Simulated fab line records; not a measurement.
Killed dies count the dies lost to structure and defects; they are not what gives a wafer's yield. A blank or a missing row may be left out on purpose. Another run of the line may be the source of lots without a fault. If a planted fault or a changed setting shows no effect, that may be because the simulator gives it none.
Problem report in the 8D (eight disciplines) form, filled by code / flow sky130 / the parts of the form that need people (team, actions taken, sign-off) are left out

## 1. WHAT WENT WRONG
Wafers free of any fault read 15.53 nm (standard deviation 0.21) for CAP2M_CVD_00_THK at SKY_CAP2M_THK_MEAS_01, against a mean of 11.47 nm on 3 wafers of 2 lots. Measured from the usual mean, that is -19 standard deviations.
First observed at day 43 01:28: wafer L175.2, on filmMetro-03. The record holds 33 wafers of 11 lots with a number at this step. Rule for "out", or "out of limits": more than 4 standard deviations from the usual mean. Any other wafer with a number is counted as sound.

## 2. WHAT THIS IS AND IS NOT
question=which readings at this step | is=CAP2M_CVD_00_THK | is not=-
question=which lots | is=L175, L177 | is not=L164, L166, L168, L170, L178, L183, L184, L185, L186
question=which wafers of those lots | is=L175.2, L177.1, L177.3 | is not=L175.5, L175.6, L177.6
question=read on which gauges | is=filmMetro-03, filmMetro-04 | is not=filmMetro-02
question=when | is=from day 43 01:28 | is not=up to then (14 sound wafers); but 16 sound wafers of L177, L178, L183, L184, L185, L186 came after

## 3. WHAT RULES OUT EACH SUSPECT
Counting: if a tool at a process step up to the reading ran every lot that is out, it stays a suspect. Sound lots after the first of them don't rule it out here, since some wafers of a struck lot are sound.
- the gauge at SKY_CAP2M_THK_MEAS_01: ruled out. The wafers that are out were read on 2 gauges (filmMetro-03, filmMetro-04).
- plasmaAsher-01 at SKY_VIA3_STRIP_16 (strips in O2/N2): kept. It ran every lot that is out, first L175 (day 42 19:59).
- pvdSputter-03 at SKY_METAL4_SPUTTER_02 (material AlCu, target thk 735 nm, time 39.1 s): kept. It ran every lot that is out, first L175 (day 43 01:20).
- pecvd-01 at SKY_CAP2M_CVD_00 (deposits SiO2, target thk 15.5 nm): kept. Ran every lot that is out, first one L175 (day 43 01:26); last sound lot up to then L170 (day 41 12:39).
The count leaves plasmaAsher-01 at SKY_VIA3_STRIP_16, pvdSputter-03 at SKY_METAL4_SPUTTER_02, and pecvd-01 at SKY_CAP2M_CVD_00.

## 4. THE CAUSE (what the simulator had put in)
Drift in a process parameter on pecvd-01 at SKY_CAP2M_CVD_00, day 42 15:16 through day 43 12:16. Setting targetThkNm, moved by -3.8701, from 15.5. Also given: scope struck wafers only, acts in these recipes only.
This tool is one of the 3 suspects left after counting.

## 5. THE CHAIN OF EFFECTS, in route order
Each row: a reading whose mean over the struck wafers that have a number lies more than 3 standard deviations from the usual. Only readings whose record carries a usual standard deviation are examined. hours: median over the lots of the time between each lot's start at the first step of this table that gives one and its start at this step. sigmas: the change, counted in usual standard deviations.
hours=0; step=SKY_CAP2M_THK_MEAS_01; reading=CAP2M_CVD_00_THK; usual=15.53 nm; on struck wafers=11.47; change=-4.06; sigmas=-19
hours=44; step=SKY_METAL4_ETCH_17; reading=oesProductAu; usual=0.755 a.u.; on struck wafers=0.656; change=-0.099; sigmas=-14
Its process steps:
- SKY_METAL4_ETCH_17: etches SiO2 in C4F8/O2/Ar, stops on TiN, time 3.9 s, target depth 15 nm.

## 6. HOW IT WOULD HAVE BEEN CAUGHT EARLIER
10 hours passed between the start of the fault at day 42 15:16 and the first reading out of limits at a measuring or inspecting step in this record, taken at day 43 01:28.
Of the tool readings at SKY_CAP2M_CVD_00 for which the record gives a usual standard deviation, none was out on any struck wafer, so an alarm limit of 4 standard deviations on them would not have fired.
Of the lots that are out (2), L177 began SKY_CAP2M_CVD_00 on pecvd-01 after day 43 01:28. Putting the tool on hold at that point would have spared it.
